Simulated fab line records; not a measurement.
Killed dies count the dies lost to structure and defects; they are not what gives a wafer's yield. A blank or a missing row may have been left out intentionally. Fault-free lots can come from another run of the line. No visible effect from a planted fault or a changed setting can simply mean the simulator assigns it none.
Which tool was responsible?    flow sky130    72 wafers from 24 lots sampled at 3 of the route's 708 steps

== WHAT THE GAUGES READ, wafer by wafer ==
SKY_NWELL_OVL_MEAS_23. Usual: NWELL_01_OVL typically reads -1.1 nm, with standard deviation 1.4.
lot   measured      on          NWELL_01_OVL (nm)  flag
L074  day 5 06:31   overlay-02  -1.5 -2.8 -2.1     
L075  day 5 12:39   overlay-01  -0.2 0.1 0.1       
L076  day 5 19:21   overlay-01  -3.1 -4.1 -3.5     
L077  day 6 04:59   overlay-02  -1.1 -1.8 -0.3     
L078  day 6 11:40   overlay-02  -1.5 -1.2 -1.7     
L079  day 6 15:33   overlay-02  -0.5 -0.5 0.4      
L080  day 6 19:52   overlay-01  -0.1 0.4 -1.0      
L081  day 7 04:47   overlay-02  -3.1 -2.9 -2.0     
L082  day 7 10:42   overlay-01  -1.4 -3.6 -3.0     
L083  day 7 14:52   overlay-01  1.5 2.0 -0.4       
L084  day 7 17:26   overlay-01  -3.5 -2.8 -3.3     
L085  day 8 02:05   overlay-01  -1.1 -1.6 0.0      
L086  day 8 15:41   overlay-02  -2.6 -1.6 -0.8     
L087  day 8 21:03   overlay-02  -0.7 -2.9 -1.7     
L089  day 9 02:12   overlay-01  1.7 1.7 2.7        
L088  day 9 03:37   overlay-01  -0.3 -0.7 -1.9     
L090  day 9 09:04   overlay-01  1.6 -1.1 -1.1      
L091  day 9 11:19   overlay-01  -1.2 -1.2 -0.2     
L092  day 9 21:25   overlay-01  -0.2 1.7 -0.9      
L093  day 10 03:13  overlay-01  0.1 -0.9 -1.3      
L094  day 10 08:01  overlay-01  -3.0 -2.1 -1.7     
L095  day 10 13:13  overlay-01  -2.8 -2.4 -2.3     
L096  day 10 19:43  overlay-02  -1.7 -1.7 0.4      
L097  day 11 01:09  overlay-02  -0.3 -0.5 1.1      

SKY_VT_ADJUST_HVTR_OVL_MEAS_08. Usual: VT_ADJUST_HVTR_OVL typically reads -1.5 nm, with standard deviation 1.4.
lot   measured      on          VT_ADJUST_HVTR_OVL (nm)  flag
L074  day 9 09:31   overlay-02  -1.3 -4.2 -3.4           
L075  day 9 14:59   overlay-01  -0.7 -0.6 -0.9           
L076  day 10 01:07  overlay-01  -1.3 -1.8 -0.4           
L077  day 10 11:09  overlay-02  -2.6 -1.1 -2.0           
L078  day 10 20:08  overlay-01  -3.8 -1.7 -1.8           
L079  day 11 00:07  overlay-01  -1.3 0.4 -1.7            
L080  day 11 06:50  overlay-02  -3.2 -2.9 -2.4           
L081  day 11 14:08  overlay-01  0.1 1.5 0.4              
L082  day 11 23:19  overlay-02  -1.4 -0.2 -0.2           
L083  day 12 05:10  overlay-01  -0.9 -0.8 -1.7           
L084  day 12 09:07  overlay-01  -1.7 -1.0 -3.2           
L085  day 12 20:37  overlay-01  -1.9 -2.1 -1.2           
L086  day 13 13:03  overlay-01  -4.8 -3.2 -1.3           
L087  day 13 18:05  overlay-02  -4.7 -3.0 -4.0           
L089  day 14 01:44  overlay-01  -0.6 -1.0 -0.3           
L088  day 14 01:53  overlay-02  0.1 -1.9 -0.6            
L090  day 14 10:50  overlay-02  1.2 -0.3 0.1             
L091  day 14 13:58  overlay-02  0.2 0.0 0.4              
L092  day 15 02:18  overlay-02  -0.4 -0.9 -0.2           
L093  day 15 09:12  overlay-02  -0.6 -0.9 -1.0           
L094  day 15 16:16  overlay-01  0.6 -2.0 -1.5            
L095  day 15 21:25  overlay-02  -3.4 -4.3 -2.9           
L096  day 16 06:16  overlay-01  -0.3 0.3 -0.6            
L097  day 16 11:53  overlay-02  -3.4 -0.9 -2.8           

== TOOL THAT RAN EACH LOT (tool first, then ch and the chambers of the sampled wafers, then the start) ==
lot   SKY_VT_ADJUST_HVTP_STRIP_10
L074  plasma_asher-01 ch 0,1, day 6 01:22
L075  plasma_asher-03 ch 0,1, day 6 07:47
L076  plasma_asher-01 ch 0, day 6 15:20
L077  plasma_asher-01 ch 0,1, day 7 00:50
L078  plasma_asher-01 ch 0,1, day 7 07:34
L079  plasma_asher-03 ch 0,1, day 7 12:23
L080  plasma_asher-02 ch 0,1, day 7 16:31
L081  plasma_asher-01 ch 0,1, day 8 01:23
L082  plasma_asher-03 ch 0,1, day 8 08:32
L083  plasma_asher-02 ch 0,1, day 8 11:41
L084  plasma_asher-03 ch 0,1, day 8 14:47
L085  plasma_asher-02 ch 0,1, day 8 23:44
L086  plasma_asher-03 ch 0,1, day 9 13:08
L087  plasma_asher-01 ch 0,1, day 9 17:17
L089  plasma_asher-03 ch 1, day 9 23:37
L088  plasma_asher-01 ch 0,1, day 10 01:00
L090  plasma_asher-02 ch 0,1, day 10 07:39
L091  plasma_asher-01 ch 0,1, day 10 10:11
L092  plasma_asher-01 ch 0,1, day 10 20:56
L093  plasma_asher-01 ch 0,1, day 11 02:38
L094  plasma_asher-02 ch 0,1, day 11 07:46
L095  plasma_asher-02 ch 0,1, day 11 13:27
L096  plasma_asher-02 ch 0,1, day 11 20:23
L097  plasma_asher-02 ch 0,1, day 12 02:05
- SKY_VT_ADJUST_HVTP_STRIP_10: strips in O2/N2.

== AS READ BY THE TOOLS THEMSELVES (means over the sampled wafers that have a number; for cases with no such wafer, the mark the record gives instead) ==
SKY_VT_ADJUST_HVTP_STRIP_10. Usual: drypump_motor_current_A 5.62 A, standard deviation 0.28; o2_flow_sccm 2999 sccm, standard deviation 8.9; oes_product_au 0.715 a.u., standard deviation 0.0046; strip_time_to_endpoint_s 14.20 s, standard deviation 0.036.
lot   tool             drypump_motor_current_A (A)  o2_flow_sccm (sccm)  oes_product_au (a.u.)  strip_time_to_endpoint_s (s)  flag
L074  plasma_asher-01  5.92                         3008                 0.710                  14.20                         
L075  plasma_asher-03  5.32                         3009                 0.713                  14.19                         
L076  plasma_asher-01  6.08                         3000                 0.711                  14.21                         
L077  plasma_asher-01  5.94                         2991                 0.715                  14.23                         
L078  plasma_asher-01  5.77                         3004                 0.714                  14.19                         
L079  plasma_asher-03  5.33                         3001                 0.716                  14.17                         
L080  plasma_asher-02  5.56                         2998                 0.714                  14.20                         
L081  plasma_asher-01  5.92                         3007                 0.716                  14.19                         
L082  plasma_asher-03  5.24                         3007                 0.719                  14.23                         
L083  plasma_asher-02  5.61                         2995                 0.713                  14.19                         
L084  plasma_asher-03  5.34                         3003                 0.715                  14.26                         
L085  plasma_asher-02  5.57                         2995                 0.715                  14.22                         
L086  plasma_asher-03  5.23                         3003                 0.718                  14.25                         
L087  plasma_asher-01  5.91                         2996                 0.713                  14.19                         
L089  plasma_asher-03  5.14                         3000                 0.718                  14.19                         
L088  plasma_asher-01  5.77                         2995                 0.713                  14.18                         
L090  plasma_asher-02  5.57                         2991                 0.716                  14.25                         
L091  plasma_asher-01  5.74                         2999                 0.714                  14.16                         
L092  plasma_asher-01  5.76                         2983                 0.719                  14.17                         
L093  plasma_asher-01  5.78                         3001                 0.714                  14.24                         
L094  plasma_asher-02  5.61                         2997                 0.716                  14.22                         
L095  plasma_asher-02  5.61                         3007                 0.717                  14.16                         
L096  plasma_asher-02  5.61                         3003                 0.716                  14.17                         
L097  plasma_asher-02  5.55                         3006                 0.716                  14.19                         

== THE ANSWER, worked out from the rows above alone ==
Rule: a lot is off if the mean of its wafers that have a number lies more than 3 standard deviations from the usual mean. A lot without any number at a reading at which 4 lots or more have one is off too. Any other lot the step has rows for is counted as sound. Order of review: gauges by route order, followed by the tools' own readings, for which a lot's mean as printed above is used. At the first step where some lot is off, the reading lying furthest off is the one used; lots without a number count as furthest.
None of the lots is off at any reading shown; this tells nothing.

== WHAT THE SIMULATOR HAD PUT IN ==
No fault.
